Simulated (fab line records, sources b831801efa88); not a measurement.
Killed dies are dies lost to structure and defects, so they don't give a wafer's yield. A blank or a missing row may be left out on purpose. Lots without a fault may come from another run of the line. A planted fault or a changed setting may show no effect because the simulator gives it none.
Chamber matching | flow gf180mcu | GF_V4_CMP_04 on cmp-01: 4 sister chambers
The step polishes SiO2. 4 wafers are shown with their chamber, then 8 later ones without.

WAFERS WITH THEIR CHAMBER
wafer  | chamber | motor_current_A (A)
L350.3 | 2       | 12.6
L351.2 | 3       | 14.9
L355.4 | 0       | 10.7
L366.1 | 1       | 13.1

WAFERS WITHOUT THEIR CHAMBER
wafer  | motor_current_A (A)
L366.3 | 13.4
L366.5 | 14.8
L367.1 | 10.8
L367.2 | 13.2
L367.3 | 14.9
L369.3 | 15.3
L369.4 | 10.8
L369.5 | 12.5

WHICH CHAMBER EACH WENT THROUGH
wafer  | from the rows above | in truth
L366.3 | 1                   | 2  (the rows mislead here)
L366.5 | 3                   | 3
L367.1 | 0                   | 0
L367.2 | 1                   | 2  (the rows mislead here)
L367.3 | 3                   | 3
L369.3 | 3                   | 3
L369.4 | 0                   | 0
L369.5 | 2                   | 2
Placed correctly: 6 of 8. Can't be placed from these rows: 0. Placed wrongly: 2.
How it was worked out, from the rows above alone: a wafer's distance from a chamber is the root of the sum, over the readings, of the square of ((its reading less the chamber's mean) divided by the reading's scatter). The wafer belongs to the nearest chamber; if the next one is less than 2 further off, it can't be placed. A chamber's mean is the mean of its shown wafers. The scatter: with one shown wafer a chamber, the root of the mean of the squares of how far each hidden wafer lies from its nearest shown one.
